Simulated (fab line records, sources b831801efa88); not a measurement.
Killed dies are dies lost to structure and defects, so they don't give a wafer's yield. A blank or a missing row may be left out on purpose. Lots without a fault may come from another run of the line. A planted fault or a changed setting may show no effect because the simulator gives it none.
A struck lot beside a sound one | flow gf180mcu | 20 steps out of a route of 602
Sound: wafers L450.1, L450.3, L450.5. Struck: wafers L438.4, L438.5, L438.6. The cause comes at the end.
At each step with rows: each side's tool, then ch and its chambers, then its first start. Under that, the readings that differ: sound wafers | struck wafers | difference of the means | sigmas: that difference in standard deviations of wafers without a fault.
alike: readings whose means differ by less than 2 such deviations, and words and numbers that are the same on both sides. not compared: withheld readings, readings that some wafer has no value for, bounds like >300 that may hide the same value, and numbers for which the record gives no deviation and whose values overlap.
The two part at a step that has a row with sigmas, a row that says differs or no value, or rows on one side only. Numbers that don't overlap but have no deviation are shown without sigmas and don't part them. A reading that every wafer of one side lacks parts them only if that side has two wafers or more.

first, 1 step without rows for these wafers: GF_V1_CVD_00 (deposits SiO2, target thk 600 nm, time 100 s).
GF_V1_THK_MEAS_01:
  sound on film_metro-03, day 23 17:35; struck on film_metro-03, day 19 04:01
  alike: V1_CVD_00_THK
GF_V1_CVD_02: deposits SiO2 from TEOS, target thk 850 nm, time 94.851 s.
  sound on pecvd-02 ch 0,1,2, day 23 17:38; struck on pecvd-01 ch 0,1,2, day 19 04:05
  alike: heater_power_w
GF_V1_THK_MEAS_03:
  sound on film_metro-04, day 23 17:43; struck on film_metro-01, day 19 04:08
  alike: V1_CVD_02_THK
GF_V1_CMP_04: polishes SiO2.
  sound on cmp-01 ch 2,3, day 23 17:49; struck on cmp-01 ch 0,2,3, day 19 04:16
  alike: edge_zone_pressure_frac, motor_current_A, time_to_endpoint_s
GF_V1_BOW_MEAS_05:
  sound on film_metro-01, day 23 18:04; struck on film_metro-04, day 19 04:32
  alike: V1_BOW
then, 6 steps without rows for these wafers: GF_V1_DEHYDRATE_06 (time 60 s); GF_V1_HMDS_07 (prime time 60 s); GF_V1_COAT_08; GF_V1_COAT_09 (resist thk 1000 nm); GF_V1_SOFTBAKE_10 (time 60 s); GF_V1_EXPOSE_11 (exposes mask Via1, target cd 260 nm).
GF_V1_PEB_12: peb time 90 s.
  sound on litho_track-03 ch 0, day 24 15:56; struck on litho_track-02 ch 0, day 20 04:17
then, 1 step without rows for these wafers: GF_V1_DEVELOP_13 (develop time 60 s).
GF_V1_CD_MEAS_14: target cd 260 nm.
  sound on cd_sem-02, day 24 16:17; struck on cd_sem-02, day 20 04:35
  reading    | sound             | struck            | difference | sigmas
  cd_nm (nm) | 260.0 259.6 260.1 | 267.3 266.7 267.4 | +7.2       | +7
GF_V1_OVL_MEAS_15:
  sound on overlay-01, day 24 16:25; struck on overlay-01, day 20 04:40
  alike: V1_OVL
GF_V1_ETCH_16: etches BARC in N2/H2.
  sound on rie_diel-03 ch 0,3, day 24 16:26; struck on rie_diel-04 ch 0,1, day 20 04:42
  reading             | sound             | struck            | difference | sigmas
  model.V1.cd_nm (nm) | 259.7 259.2 260.1 | 267.9 265.8 267.7 | +7.5       |
  alike: drypump_motor_current_A, oes_product_au, throttle_valve_pct
GF_V1_ETCH_17: etches SiO2 in C4F8/O2/Ar, stops on TiN, target depth 630 nm.
  sound on rie_diel-03 ch 0,3; struck on rie_diel-04 ch 0,1
  reading             | sound             | struck          | difference | sigmas
  model.V1.cd_nm (nm) | 259.3 258.9 259.9 | 268 265.7 267.9 | +8         |
  alike: oes_product_au
GF_V1_STRIP_18: strips in O2/N2.
  sound on plasma_asher-02 ch 0,1, day 24 16:34; struck on plasma_asher-03 ch 0,1, day 20 04:55
  reading                     | sound       | struck      | difference | sigmas
  drypump_motor_current_A (A) | 6.1 6.2 6.2 | 5.0 5.0 5.6 | -1.0       | -3
  alike: heater_power_w, oes_product_au
  not compared: rf_hours_counter_h
-- the record jumps here: 10 days lie between the struck wafers' starts before and after (it left off in module V1 and takes up again in module PASSIVATION, whose first step shown is number 602 of the route) --
GF_PASSIVATION_PROBE_99:
  the record has rows for the struck wafers here (prober-01, day 30 15:02) and none for the sound ones

WHERE THEY PART
First at GF_V1_CD_MEAS_14; last, within this record, at GF_PASSIVATION_PROBE_99.

WHY: what the simulator had put in
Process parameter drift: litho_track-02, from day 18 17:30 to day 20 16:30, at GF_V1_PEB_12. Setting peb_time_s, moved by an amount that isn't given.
